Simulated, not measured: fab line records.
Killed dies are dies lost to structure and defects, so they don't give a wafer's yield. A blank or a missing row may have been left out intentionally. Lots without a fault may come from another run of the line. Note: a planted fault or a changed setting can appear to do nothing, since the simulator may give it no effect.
The tool behind it: which one? + flow sky130 + Sampling: 24 lots, 72 wafers, 5 of 708 route steps

== WHAT EACH GAUGE READ, for each wafer ==
SKY_CONTACT_RS_MEAS_25: uses a four-point probe to measure.
| lot  | measured     | on            | CONTACT_W_RS (ohm/sq) |
|------|--------------|---------------|-----------------------|
| L075 | day 33 07:39 | film metro-03 | 0.340 0.336 0.330     |
| L078 | day 33 08:45 | film metro-01 | 0.335 0.342 0.334     |
| L076 | day 33 14:50 | film metro-04 | 0.336 0.341 0.340     |
| L074 | day 33 15:00 | film metro-01 | 0.330 0.329 0.333     |
| L077 | day 33 17:28 | film metro-04 | 0.337 0.345 0.337     |
| L080 | day 34 01:43 | film metro-01 | 0.351 0.340 0.351     |
| L079 | day 34 02:45 | film metro-04 | 0.332 0.339 0.334     |
| L081 | day 34 06:39 | film metro-03 | 0.327 0.339 0.332     |
| L082 | day 34 17:28 | film metro-03 | 0.333 0.338 0.325     |
| L083 | day 35 03:03 | film metro-01 | 0.336 0.340 0.346     |
| L084 | day 35 10:40 | film metro-03 | 0.337 0.335 0.339     |
| L085 | day 35 11:45 | film metro-01 | 0.331 0.333 0.334     |
| L086 | day 35 22:52 | film metro-03 | 0.342 0.335 0.338     |
| L087 | day 36 04:03 | film metro-03 | 0.329 0.336 0.332     |
| L088 | day 36 09:06 | film metro-03 | 0.338 0.341 0.346     |
| L089 | day 36 17:33 | film metro-04 | 0.333 0.337 0.337     |
| L090 | day 37 04:04 | film metro-03 | 0.336 0.346 0.341     |
| L091 | day 37 09:01 | film metro-03 | 0.342 0.339 0.342     |
| L092 | day 37 15:46 | film metro-03 | 0.339 0.338 0.337     |
| L093 | day 37 22:56 | film metro-04 | 0.343 0.337 0.344     |
| L094 | day 38 11:52 | film metro-01 | 0.345 0.343 0.345     |
| L095 | day 38 16:30 | film metro-01 | 0.340 0.344 0.334     |
| L096 | day 38 18:14 | film metro-03 | 0.335 0.338 0.337     |
| L097 | day 39 03:10 | film metro-03 | 0.339 0.337 0.332     |

== TOOL THAT RAN EACH LOT (tool first, then ch and the chambers of the sampled wafers, then the start) ==
| lot  | SKY_SD_N_RTA_14                  | SKY_LI_CONTACT_ETCH_14             | SKY_LI_CONTACT_CMP_24         | SKY_CONTACT_CVD_24            |
|------|----------------------------------|------------------------------------|-------------------------------|-------------------------------|
| L075 | rtp anneal-01 ch 0, day 29 16:28 | rie diel-03 ch 0,1,3, day 30 22:15 | cmp-02 ch 0,1,2, day 30 23:14 | cvd w-01 ch 0,1, day 33 07:32 |
| L078 | rtp anneal-02 ch 0, day 29 17:25 | rie diel-02 ch 1,2,3, day 30 23:19 | cmp-02 ch 1,2,3, day 31 00:14 | cvd w-01 ch 0,1, day 33 08:38 |
| L076 | rtp anneal-02 ch 0, day 29 22:16 | rie diel-03 ch 0,3, day 31 04:03   | cmp-02 ch 2,3, day 31 04:59   | cvd w-01 ch 0,1, day 33 14:44 |
| L074 | rtp anneal-01 ch 0, day 29 22:40 | rie diel-04 ch 1,2,3, day 31 04:40 | cmp-02 ch 2,3, day 31 05:32   | cvd w-02 ch 1, day 33 14:53   |
| L077 | rtp anneal-02 ch 0, day 30 03:19 | rie diel-02 ch 0,2,3, day 31 08:28 | cmp-02 ch 0,2,3, day 31 09:22 | cvd w-01 ch 0,1, day 33 17:21 |
| L080 | rtp anneal-01 ch 0, day 30 11:56 | rie diel-03 ch 0,3, day 31 16:49   | cmp-01 ch 1,2, day 31 17:46   | cvd w-01 ch 0,1, day 34 01:37 |
| L079 | rtp anneal-02 ch 0, day 30 12:23 | rie diel-04 ch 0,1,2, day 31 17:16 | cmp-01 ch 0,1, day 31 18:19   | cvd w-02 ch 0,1, day 34 02:37 |
| L081 | rtp anneal-01 ch 0, day 30 16:23 | rie diel-03 ch 0,1, day 31 21:30   | cmp-02 ch 0,2,3, day 31 22:29 | cvd w-02 ch 0,1, day 34 06:31 |
| L082 | rtp anneal-02 ch 0, day 31 02:51 | rie diel-03 ch 0,1,2, day 32 06:33 | cmp-02 ch 0,1,3, day 32 07:33 | cvd w-02 ch 0,1, day 34 17:21 |
| L083 | rtp anneal-01 ch 0, day 31 14:38 | rie diel-03 ch 2,3, day 32 18:10   | cmp-02 ch 2,3, day 32 19:02   | cvd w-01 ch 0,1, day 35 02:56 |
| L084 | rtp anneal-02 ch 0, day 31 22:01 | rie diel-03 ch 0,1,3, day 33 01:47 | cmp-02 ch 1,2,3, day 33 02:56 | cvd w-01 ch 0,1, day 35 10:33 |
| L085 | rtp anneal-01 ch 0, day 31 23:13 | rie diel-02 ch 0,2,3, day 33 03:13 | cmp-02 ch 0,2, day 33 04:18   | cvd w-02 ch 0,1, day 35 11:38 |
| L086 | rtp anneal-02 ch 0, day 32 09:34 | rie diel-02 ch 0,1, day 33 13:49   | cmp-01 ch 0,2,3, day 33 14:44 | cvd w-01 ch 0,1, day 35 22:45 |
| L087 | rtp anneal-01 ch 0, day 32 15:47 | rie diel-03 ch 0,1,2, day 33 18:36 | cmp-01 ch 0,1,3, day 33 19:31 | cvd w-02 ch 0,1, day 36 03:56 |
| L088 | rtp anneal-02 ch 0, day 32 20:07 | rie diel-02 ch 0,2, day 33 23:44   | cmp-02 ch 0,2,3, day 34 00:43 | cvd w-01 ch 0,1, day 36 08:58 |
| L089 | rtp anneal-01 ch 0, day 33 06:19 | rie diel-02 ch 0,1,2, day 34 10:02 | cmp-01 ch 1,2,3, day 34 10:57 | cvd w-02 ch 0,1, day 36 17:26 |
| L090 | rtp anneal-02 ch 0, day 33 16:31 | rie diel-03 ch 0,3, day 34 19:54   | cmp-02 ch 1,2,3, day 34 20:54 | cvd w-01 ch 0,1, day 37 03:57 |
| L091 | rtp anneal-01 ch 0, day 33 20:37 | rie diel-03 ch 0,2,3, day 35 00:33 | cmp-01 ch 0,2,3, day 35 01:27 | cvd w-01 ch 0,1, day 37 08:54 |
| L092 | rtp anneal-02 ch 0, day 34 04:55 | rie diel-03 ch 1,2,3, day 35 09:01 | cmp-01 ch 1,2,3, day 35 09:56 | cvd w-02 ch 0, day 37 15:40   |
| L093 | rtp anneal-01 ch 0, day 34 12:04 | rie diel-03 ch 1,2,3, day 35 15:50 | cmp-01 ch 0,1,3, day 35 16:50 | cvd w-01 ch 0,1, day 37 22:49 |
| L094 | rtp anneal-02 ch 0, day 35 00:37 | rie diel-04 ch 0,2,3, day 36 03:52 | cmp-01 ch 0,1,2, day 36 04:46 | cvd w-01 ch 0,1, day 38 11:44 |
| L095 | rtp anneal-01 ch 0, day 35 06:17 | rie diel-04 ch 0,2,3, day 36 09:18 | cmp-02 ch 0,2,3, day 36 10:17 | cvd w-01 ch 0,1, day 38 16:22 |
| L096 | rtp anneal-02 ch 0, day 35 07:58 | rie diel-04 ch 0,1,2, day 36 11:03 | cmp-02 ch 0,1,3, day 36 11:56 | cvd w-01 ch 0,1, day 38 18:07 |
| L097 | rtp anneal-01 ch 0, day 35 16:29 | rie diel-02 ch 1,2,3, day 36 20:09 | cmp-02 ch 0,1,3, day 36 21:02 | cvd w-01 ch 0,1, day 39 03:02 |
- SKY_SD_N_RTA_14: time 2 s.
- SKY_LI_CONTACT_ETCH_14: etches BARC in N2/H2, stops on SiO2, time 45.9 s, target depth 60 nm.
- SKY_LI_CONTACT_CMP_24: polishes, stops on PSG, t overpolish 20 s, target thk 0 nm.
- SKY_CONTACT_CVD_24: deposits W, target thk 340 nm, time 102.12 s.

== AS READ BY THE TOOLS THEMSELVES (means over the sampled wafers that have a number; for cases with no such wafer, the mark the record gives instead) ==
SKY_SD_N_RTA_14.
| lot  | tool          | lamp power pct (%) | wafer_temp_C_max |
|------|---------------|--------------------|------------------|
| L075 | rtp anneal-01 | 15.75              | 1080.6           |
| L078 | rtp anneal-02 | 15.76              | 1077.2           |
| L076 | rtp anneal-02 | 15.77              | 1077.5           |
| L074 | rtp anneal-01 | 15.75              | 1078.0           |
| L077 | rtp anneal-02 | 15.75              | 1076.4           |
| L080 | rtp anneal-01 | 15.73              | 1079.6           |
| L079 | rtp anneal-02 | 15.71              | 1077.9           |
| L081 | rtp anneal-01 | 15.75              | 1078.4           |
| L082 | rtp anneal-02 | 15.73              | 1077.7           |
| L083 | rtp anneal-01 | 15.72              | 1078.4           |
| L084 | rtp anneal-02 | 15.80              | 1077.6           |
| L085 | rtp anneal-01 | 15.75              | 1078.2           |
| L086 | rtp anneal-02 | 15.69              | 1077.3           |
| L087 | rtp anneal-01 | 15.78              | 1078.4           |
| L088 | rtp anneal-02 | 15.70              | 1077.2           |
| L089 | rtp anneal-01 | 15.75              | 1077.8           |
| L090 | rtp anneal-02 | 15.69              | 1079.7           |
| L091 | rtp anneal-01 | 15.70              | 1079.7           |
| L092 | rtp anneal-02 | 15.73              | 1079.8           |
| L093 | rtp anneal-01 | 15.71              | 1077.7           |
| L094 | rtp anneal-02 | 15.74              | 1078.4           |
| L095 | rtp anneal-01 | 15.74              | 1079.5           |
| L096 | rtp anneal-02 | 15.74              | 1076.9           |
| L097 | rtp anneal-01 | 15.77              | 1077.5           |

SKY_LI_CONTACT_ETCH_14.
| lot  | tool        | bias w (W) | drypump motor current A (A) | oes product au (a.u.) | throttle valve pct (%) |
|------|-------------|------------|-----------------------------|-----------------------|------------------------|
| L075 | rie diel-03 | 97.6       | 6.1                         | 0.852                 | 13.235                 |
| L078 | rie diel-02 | 97.7       | 5.9                         | 0.857                 | 13.234                 |
| L076 | rie diel-03 | 97.8       | 6.2                         | 0.855                 | 13.228                 |
| L074 | rie diel-04 | 97.4       | 5.9                         | 0.857                 | 13.235                 |
| L077 | rie diel-02 | 97.5       | 5.6                         | 0.855                 | 13.216                 |
| L080 | rie diel-03 | 97.5       | 6.3                         | 0.856                 | 13.224                 |
| L079 | rie diel-04 | 97.2       | 5.7                         | 0.853                 | 13.230                 |
| L081 | rie diel-03 | 97.8       | 6.0                         | 0.852                 | 13.227                 |
| L082 | rie diel-03 | 97.7       | 6.2                         | 0.859                 | 13.224                 |
| L083 | rie diel-03 | 97.6       | 6.4                         | 0.849                 | 13.230                 |
| L084 | rie diel-03 | 97.4       | 6.2                         | 0.855                 | 13.228                 |
| L085 | rie diel-02 | 97.4       | 5.6                         | 0.854                 | 13.234                 |
| L086 | rie diel-02 | 97.2       | 6.3                         | 0.854                 | 13.227                 |
| L087 | rie diel-03 | 97.1       | 6.2                         | 0.850                 | 13.225                 |
| L088 | rie diel-02 | 97.8       | 5.6                         | 0.854                 | 13.220                 |
| L089 | rie diel-02 | 97.6       | 5.9                         | 0.857                 | 13.218                 |
| L090 | rie diel-03 | 97.9       | 6.2                         | 0.856                 | 13.226                 |
| L091 | rie diel-03 | 97.6       | 6.3                         | 0.858                 | 13.228                 |
| L092 | rie diel-03 | 97.3       | 6.2                         | 0.856                 | 13.224                 |
| L093 | rie diel-03 | 97.4       | 6.2                         | 0.851                 | 13.223                 |
| L094 | rie diel-04 | 98.0       | 5.9                         | 0.856                 | 13.222                 |
| L095 | rie diel-04 | 97.6       | 5.9                         | 0.850                 | 13.228                 |
| L096 | rie diel-04 | 97.6       | 5.7                         | 0.855                 | 13.229                 |
| L097 | rie diel-02 | 97.3       | 5.8                         | 0.856                 | 13.227                 |

SKY_LI_CONTACT_CMP_24.
| lot  | tool   | edge zone pressure frac | motor current A (A) | overpolish run s (s) | retaining ring pressure frac | time to endpoint s (s) |
|------|--------|-------------------------|---------------------|----------------------|------------------------------|------------------------|
| L075 | cmp-02 | 1.004                   | 11.1                | 19.999               | 0.995                        | 99                     |
| L078 | cmp-02 | 0.999                   | 11.3                | 19.997               | 1.002                        | 95                     |
| L076 | cmp-02 | 1.001                   | 10.6                | 20.005               | 1.005                        | 99                     |
| L074 | cmp-02 | 0.998                   | 11.2                | 19.992               | 1.003                        | 99                     |
| L077 | cmp-02 | 0.997                   | 11.2                | 20.004               | 1.003                        | 101                    |
| L080 | cmp-01 | 1.001                   | 11.1                | 19.993               | 0.996                        | 98                     |
| L079 | cmp-01 | 1.005                   | 10.7                | 20.001               | 0.999                        | 101                    |
| L081 | cmp-02 | 1.001                   | 11.1                | 20.006               | 0.997                        | 97                     |
| L082 | cmp-02 | 1.004                   | 11.5                | 19.994               | 0.999                        | 95                     |
| L083 | cmp-02 | 0.996                   | 11.0                | 20.000               | 0.996                        | 95                     |
| L084 | cmp-02 | 1.002                   | 10.6                | 19.995               | 0.997                        | 98                     |
| L085 | cmp-02 | 0.999                   | 10.5                | 19.996               | 0.998                        | 99                     |
| L086 | cmp-01 | 1.000                   | 11.0                | 19.998               | 0.998                        | 93                     |
| L087 | cmp-01 | 1.000                   | 10.3                | 20.002               | 0.998                        | 98                     |
| L088 | cmp-02 | 1.003                   | 11.1                | 20.000               | 1.001                        | 96                     |
| L089 | cmp-01 | 1.002                   | 10.7                | 19.997               | 1.002                        | 99                     |
| L090 | cmp-02 | 0.999                   | 11.2                | 20.002               | 0.998                        | 93                     |
| L091 | cmp-01 | 1.005                   | 10.9                | 20.001               | 1.000                        | 100                    |
| L092 | cmp-01 | 1.004                   | 10.6                | 20.000               | 1.000                        | 100                    |
| L093 | cmp-01 | 1.000                   | 10.3                | 20.004               | 1.000                        | 99                     |
| L094 | cmp-01 | 0.998                   | 11.2                | 19.993               | 0.994                        | 100                    |
| L095 | cmp-02 | 1.004                   | 11.3                | 20.002               | 1.004                        | 98                     |
| L096 | cmp-02 | 1.004                   | 11.5                | 20.001               | 0.998                        | 98                     |
| L097 | cmp-02 | 0.998                   | 11.5                | 20.005               | 1.002                        | 96                     |

SKY_CONTACT_CVD_24.
| lot  | tool     | heater power outer w (W) | heater power w (W) |
|------|----------|--------------------------|--------------------|
| L075 | cvd w-01 | 498                      | 832                |
| L078 | cvd w-01 | 537                      | 858                |
| L076 | cvd w-01 | 501                      | 828                |
| L074 | cvd w-02 | 466                      | 799                |
| L077 | cvd w-01 | 526                      | 854                |
| L080 | cvd w-01 | 508                      | 847                |
| L079 | cvd w-02 | 492                      | 818                |
| L081 | cvd w-02 | 486                      | 832                |
| L082 | cvd w-02 | 494                      | 833                |
| L083 | cvd w-01 | 537                      | 848                |
| L084 | cvd w-01 | 500                      | 827                |
| L085 | cvd w-02 | 522                      | 868                |
| L086 | cvd w-01 | 531                      | 868                |
| L087 | cvd w-02 | 500                      | 838                |
| L088 | cvd w-01 | 528                      | 854                |
| L089 | cvd w-02 | 523                      | 857                |
| L090 | cvd w-01 | 502                      | 855                |
| L091 | cvd w-01 | 511                      | 827                |
| L092 | cvd w-02 | 545                      | 891                |
| L093 | cvd w-01 | 503                      | 848                |
| L094 | cvd w-01 | 508                      | 839                |
| L095 | cvd w-01 | 511                      | 836                |
| L096 | cvd w-01 | 541                      | 856                |
| L097 | cvd w-01 | 500                      | 834                |

== THE ANSWER, worked out from the rows above alone ==
Rule: what is usual is taken from the lots themselves. Put in order of their means at a reading, lots are off if they are a third of the lots or fewer, leave a main group of 4 or more, and stand apart from it by a gap of 3 or more times the standard deviation of the main group's means; of several such gaps the widest counts. The tables above print the reading to a certain number of digits; a main group whose means all agree to those digits is not used. Also off: a lot with no number at a reading for which 4 or more lots have one. Where the step has rows for the other lots, those lots are counted as sound. The gauges are gone through in route order, then the tools' own readings, and for those a lot's mean is taken as printed above. At the first step where some lot is off, the reading lying furthest off is the one used; lots without a number count as furthest.
None of the lots is off at any reading shown; this tells nothing.

== WHAT THE SIMULATOR HAD INSERTED ==
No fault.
